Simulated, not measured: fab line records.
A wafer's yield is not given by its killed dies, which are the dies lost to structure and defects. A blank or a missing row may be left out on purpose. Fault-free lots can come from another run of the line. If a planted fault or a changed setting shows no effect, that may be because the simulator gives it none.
Which tool was responsible? ; flow gf180mcu ; 42 wafers from 14 lots sampled at 4 of the route's 602 steps

== WHAT THE GAUGES SHOWED, per wafer ==
GF_HV_LDD_THK_MEAS_57. Usual: HV_LDD_CVD_56_THK 90.3 nm, standard deviation 0.76.
lot;measured;on;HV_LDD_CVD_56_THK (nm);flag
L317;day 12 08:38;film metro-04;90.3 90.2 89.9;
L320;day 13 10:40;film metro-03;89.9 89.6 90.6;
L329;day 16 11:07;film metro-03;90.4 89.6 89.9;
L330;day 16 21:04;film metro-04;91.5 90.8 91.0;
L333;day 17 20:20;film metro-04;90.5 90.1 90.1;
L334;day 18 10:01;film metro-04;90.4 90.4 90.0;
L335;day 19 02:01;film metro-03;90.2 90.6 90.1;
L336;day 19 00:43;film metro-03;90.7 91.1 91.4;
L337;day 19 07:34;film metro-01;90.3 91.0 91.3;
L338;day 19 17:52;film metro-04;89.8 90.4 90.4;
L339;day 20 07:22;film metro-04;89.3 88.9 89.1;
L340;day 20 08:37;film metro-04;89.9 90.1 89.6;

GF_SAB_THK_MEAS_01. Usual: SAB_CVD_00_THK 49.9 nm, standard deviation 0.62.
lot;measured;on;SAB_CVD_00_THK (nm);flag
L317;day 14 00:53;film metro-04;49.2 49.2 50.1;
L320;day 15 04:31;film metro-01;49.3 49.6 50.5;
L329;day 18 10:28;film metro-04;50.5 50.5 50.0;
L330;day 18 21:38;film metro-02;49.9 50.5 51.3;
L333;day 19 22:02;film metro-04;49.7 50.2 50.7;
L334;day 20 11:55;film metro-02;49.8 49.6 50.8;
L335;day 21 04:11;film metro-01;49.7 50.5 50.7;
L336;day 21 01:54;film metro-02;50.0 50.6 49.8;
L337;day 21 08:32;film metro-01;49.6 50.5 50.7;
L338;day 21 18:53;film metro-02;49.4 49.9 49.9;
L339;day 22 07:54;film metro-02;49.7 49.5 50.5;
L340;day 22 09:14;film metro-01;49.5 50.8 50.1;

== EACH LOT AND THE TOOL THAT RAN IT (in order: tool; ch and the chambers of the sampled wafers; start) ==
lot;GF_STI_WET_ETCH_27;GF_DUAL_GATE_STRIP_13
L317;wet bench-02 ch 0, day 2 05:16;plasma asher-02 ch 0,1, day 8 04:45
L320;wet bench-01 ch 2, day 2 19:12;plasma asher-02 ch 0,1, day 9 03:14
L324;wet bench-02 ch 1, day 3 18:11;-
L325;wet bench-01 ch 0, day 4 01:01;-
L329;wet bench-03 ch 3, day 4 18:10;plasma asher-04 ch 0,1, day 11 18:50
L330;wet bench-02 ch 2, day 4 23:32;plasma asher-04 ch 0,1, day 12 02:27
L333;wet bench-03 ch 2, day 5 14:11;plasma asher-04 ch 0,1, day 12 23:05
L334;wet bench-02 ch 2, day 5 18:54;plasma asher-02 ch 0,1, day 13 07:17
L335;wet bench-02 ch 0, day 6 02:24;plasma asher-03 ch 0,1, day 13 17:19
L336;wet bench-03 ch 3, day 6 05:08;plasma asher-03 ch 0,1, day 13 20:05
L337;wet bench-01 ch 2, day 6 11:04;plasma asher-04 ch 0,1, day 14 04:32
L338;wet bench-02 ch 0, day 6 17:19;plasma asher-04 ch 0,1, day 14 11:14
L339;wet bench-03 ch 2, day 6 21:34;plasma asher-03 ch 0,1, day 14 17:32
L340;wet bench-01 ch 1, day 7 01:11;plasma asher-03 ch 0,1, day 14 22:08
- GF_STI_WET_ETCH_27: etches Si3N4 in H3PO4, target depth 160 nm, time 1825 s.
- GF_DUAL_GATE_STRIP_13: strips in O2/N2.

== WHAT THE TOOLS THEMSELVES READ (means of the sampled wafers that have a number; where no wafer has one, the mark that the record gives instead) ==
GF_STI_WET_ETCH_27. Usual: bath guard temp C 160.4 C, standard deviation 0.46; bath heat duty pct 27.3 %, standard deviation 2.9.
lot;tool;bath guard temp C (C);bath heat duty pct (%);flag
L317;wet bench-02;160.5;25.2;
L320;wet bench-01;160.1;27.0;
L324;wet bench-02;-;-;OFF
L325;wet bench-01;-;-;OFF
L329;wet bench-03;160.9;24.1;
L330;wet bench-02;160.2;30.7;
L333;wet bench-03;161.1;30.4;
L334;wet bench-02;159.9;30.6;
L335;wet bench-02;160.4;25.3;
L336;wet bench-03;160.7;24.1;
L337;wet bench-01;159.8;26.4;
L338;wet bench-02;160.1;24.5;
L339;wet bench-03;161.0;31.0;
L340;wet bench-01;160.2;23.6;

GF_DUAL_GATE_STRIP_13. Usual: drypump motor current A 6.0 A, standard deviation 0.46; heater power w 341 W, standard deviation 29; oes product au 0.721 a.u., standard deviation 0.0042; strip time to endpoint s 12.51 s, standard deviation 0.034.
lot;tool;drypump motor current A (A);heater power w (W);oes product au (a.u.);strip time to endpoint s (s);flag
L317;plasma asher-02;6.2;372;0.722;12.61;
L320;plasma asher-02;6.2;377;0.718;12.52;
L329;plasma asher-04;6.1;319;0.721;12.54;
L330;plasma asher-04;6.1;318;0.720;12.50;
L333;plasma asher-04;6.1;320;0.727;12.51;
L334;plasma asher-02;6.2;376;0.724;12.47;
L335;plasma asher-03;5.2;318;0.718;12.50;
L336;plasma asher-03;5.1;322;0.718;12.51;
L337;plasma asher-04;6.1;316;0.724;12.54;
L338;plasma asher-04;6.1;322;0.725;12.49;
L339;plasma asher-03;5.2;326;0.719;12.49;
L340;plasma asher-03;5.3;324;0.723;12.48;

== THE ANSWER, worked out from the rows above alone ==
Rule: a lot is off if the mean of its wafers that have a number lies more than 3 standard deviations from the usual mean. A lot without any number at a reading at which 4 lots or more have one is off too. Any other lot the step has rows for is counted as sound. After the gauges, taken in route order, come the tools' own readings; for these a lot's mean is taken, as printed above. The first step at which some lot is off is used, and at that step the reading that is off furthest; a lot without a number counts as furthest.
Off: L324, L325 (GF_STI_WET_ETCH_27, bath guard temp C). Without a number there: L324, L325.
A tool fits if, at that step or a process step before it, it ran every lot that is off, and no sound lot after the first of them. Not one of the candidates tried fits.

== WHAT WAS PUT IN BY THE SIMULATOR ==
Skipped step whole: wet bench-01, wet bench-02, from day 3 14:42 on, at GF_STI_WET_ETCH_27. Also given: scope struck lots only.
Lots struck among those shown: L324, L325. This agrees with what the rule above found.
